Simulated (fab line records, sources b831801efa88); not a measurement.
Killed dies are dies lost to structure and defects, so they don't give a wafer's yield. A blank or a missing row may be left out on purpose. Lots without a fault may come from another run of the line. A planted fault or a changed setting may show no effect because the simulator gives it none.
Which tool did it? | flow sky130 | 14 lots, 42 wafers sampled, at 5 steps of a route of 708

WHAT THE GAUGES READ, wafer by wafer
SKY_FIELD_ISO_THK_MEAS_23. Usual: FIELD_ISO_OXIDATION_01_THK 10.07 nm, standard deviation 0.18.
lot  | measured    | on            | FIELD_ISO_OXIDATION_01_THK (nm) | flag
L136 | day 2 08:32 | film_metro-03 | 10.08 10.07 9.89                |
L139 | day 3 02:42 | film_metro-03 | 10.22 10.35 10.47               |
L138 | day 3 02:43 | film_metro-01 | 9.96 9.79 9.91                  |
L140 | day 3 08:02 | film_metro-01 | 9.94 10.05 10.00                |
L141 | day 3 10:35 | film_metro-02 | 9.99 9.88 10.16                 |
L142 | day 3 16:02 | film_metro-01 | 9.95 9.88 10.13                 |
L144 | day 4 03:41 | film_metro-03 | 10.01 9.98 10.00                |
L145 | day 4 08:56 | film_metro-02 | 9.95 10.06 10.24                |
L151 | day 5 18:30 | film_metro-02 | 10.08 10.11 10.25               |
L152 | day 5 20:20 | film_metro-02 | 9.97 9.93 9.93                  |
L153 | day 6 01:56 | film_metro-01 | 9.87 9.85 9.87                  |
L154 | day 6 07:58 | film_metro-01 | 10.31 10.26 10.21               |
L157 | day 6 21:43 | film_metro-03 | 10.02 10.08 10.05               |
L158 | day 7 05:17 | film_metro-03 | 9.91 9.94 10.13                 |

SKY_VT_ADJUST_HVTR_CD_MEAS_07: target cd 380 nm. Usual: cd_nm 380.4 nm, standard deviation 2.7.
lot  | measured     | on        | cd_nm (nm)        | flag
L136 | day 9 10:59  | cd_sem-01 | 380.8 382.1 383.2 |
L139 | day 10 19:59 | cd_sem-01 | 379.8 381.6 384.0 |
L138 | day 10 20:39 | cd_sem-02 | 382.7 381.7 378.7 |
L140 | day 11 04:33 | cd_sem-01 | 381.5 381.7 383.5 |
L141 | day 11 06:53 | cd_sem-02 | 382.4 379.8 380.8 |
L142 | day 11 10:30 | cd_sem-01 | 381.5 382.8 382.8 |
L144 | day 12 11:06 | cd_sem-02 | 384.7 384.3 382.2 |
L145 | day 12 14:59 | cd_sem-01 | 375.0 375.3 375.1 |
L151 | day 14 17:37 | cd_sem-02 | 378.8 382.1 380.7 |
L152 | day 15 01:07 | cd_sem-01 | 382.5 379.2 380.5 |
L153 | day 15 10:01 | cd_sem-02 | 378.0 378.0 376.3 |
L154 | day 15 18:15 | cd_sem-02 | 387.6 386.7 386.8 |
L157 | day 16 10:42 | cd_sem-01 | 381.3 382.5 383.0 |
L158 | day 16 22:30 | cd_sem-01 | 379.9 379.4 377.9 |

SKY_LDD_P_TW_MEAS_11. Usual: LDD_P_TW 631, standard deviation 5.9.
lot  | measured     | on            | LDD_P_TW    | flag
L136 | day 19 08:24 | film_metro-03 | 620 625 623 |
L139 | day 20 20:28 | film_metro-03 | 630 627 627 |
L138 | day 20 21:58 | film_metro-01 | 630 626 629 |
L140 | day 21 10:32 | film_metro-01 | 622 628 624 |
L141 | day 21 11:32 | film_metro-04 | 637 638 638 |
L142 | day 21 20:08 | film_metro-01 | 633 630 627 |
L144 | day 22 23:50 | film_metro-04 | 637 636 638 |
L145 | day 23 04:52 | film_metro-04 | 637 635 636 |
L151 | day 25 08:07 | film_metro-01 | 630 630 629 |
L152 | day 25 20:12 | film_metro-04 | 586 589 588 | OFF
L153 | day 26 01:03 | film_metro-01 | 580 577 580 | OFF
L154 | day 26 11:26 | film_metro-04 | 636 635 638 |
L157 | day 27 03:33 | film_metro-03 | 626 629 627 |
L158 | day 27 11:59 | film_metro-01 | 630 633 633 |

SKY_LOCAL_INTERCONNECT_THK_MEAS_02: measures by xrf. Usual: LOCAL_INTERCONNECT_TIN_THK 101.3 nm, standard deviation 1.3.
lot  | measured     | on            | LOCAL_INTERCONNECT_TIN_THK (nm) | flag
L136 | day 29 11:20 | film_metro-02 | 102.2 102.2 104.1               |
L139 | day 30 18:58 | film_metro-02 | 101.6 103.0 102.2               |
L138 | day 31 00:00 | film_metro-02 | 99.7 100.0 98.7                 |
L140 | day 31 08:43 | film_metro-04 | 101.4 101.3 103.1               |
L141 | day 31 09:50 | film_metro-03 | 101.2 100.0 100.8               |
L142 | day 31 19:44 | film_metro-04 | 101.7 101.8 100.8               |
L144 | day 32 18:24 | film_metro-04 | 101.6 101.7 101.7               |
L145 | day 33 00:34 | film_metro-02 | 99.5 100.1 100.4                |
L151 | day 34 18:52 | film_metro-03 | 101.0 100.8 100.3               |
L152 | day 35 02:58 | film_metro-04 | 103.1 101.8 99.1                |
L153 | day 35 08:05 | film_metro-03 | 102.5 100.0 100.3               |
L154 | day 35 15:26 | film_metro-02 | 101.8 102.1 102.1               |
L157 | day 36 07:24 | film_metro-03 | 101.4 101.6 103.4               |
L158 | day 36 14:00 | film_metro-04 | 100.9 103.4 102.0               |

WHICH TOOL RAN EACH LOT (tool, then ch and the chambers of the sampled wafers, then the start)
lot  | SKY_LDD_P_IMPLANT_09
L136 | implanter-01 ch 0, day 19 08:09
L139 | implanter-02 ch 0, day 20 20:15
L138 | implanter-04 ch 0, day 20 21:46
L140 | implanter-01 ch 0, day 21 10:17
L141 | implanter-02 ch 0, day 21 11:17
L142 | implanter-01 ch 0, day 21 19:53
L144 | implanter-01 ch 0, day 22 23:35
L145 | implanter-02 ch 0, day 23 04:38
L151 | implanter-04 ch 0, day 25 07:53
L152 | implanter-04 ch 0, day 25 19:58
L153 | implanter-04 ch 0, day 26 00:49
L154 | implanter-02 ch 0, day 26 11:11
L157 | implanter-01 ch 0, day 27 03:19
L158 | implanter-01 ch 0, day 27 11:44
- SKY_LDD_P_IMPLANT_09

WHAT THE TOOLS THEMSELVES READ (means of the sampled wafers that have a number; where no wafer has one, the mark that the record gives instead)
The record holds no such reading with a usual standard deviation.

THE ANSWER, worked out from the rows above alone
Rule: a lot is off if the mean of its wafers that have a number lies more than 3 standard deviations from the usual mean. A lot without any number at a reading at which 4 lots or more have one is off too. The other lots that the step has rows for count as sound. The gauges are gone through in route order, then the tools' own readings, and for those a lot's mean is taken as printed above. The first step at which some lot is off is used, and at that step the reading that is off furthest; a lot without a number counts as furthest.
Off: L152, L153, at SKY_LDD_P_TW_MEAS_11 (LDD_P_TW).
A tool fits if, at a process step before that reading, it ran every lot that is off, and no sound lot after the first of them. The gauges at SKY_LDD_P_TW_MEAS_11 are tried like those tools. One fits: implanter-04 at SKY_LDD_P_IMPLANT_09. Its last sound lot is L151 (day 25 07:53), its first lot that is off L152 (day 25 19:58): a fault that began between those two fits.

WHAT THE SIMULATOR HAD PUT IN
Process parameter drift: implanter-04, from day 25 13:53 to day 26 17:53, at SKY_LDD_P_IMPLANT_09. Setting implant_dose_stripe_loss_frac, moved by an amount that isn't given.
Lots struck among those shown: L152, L153. The rule above found the same.
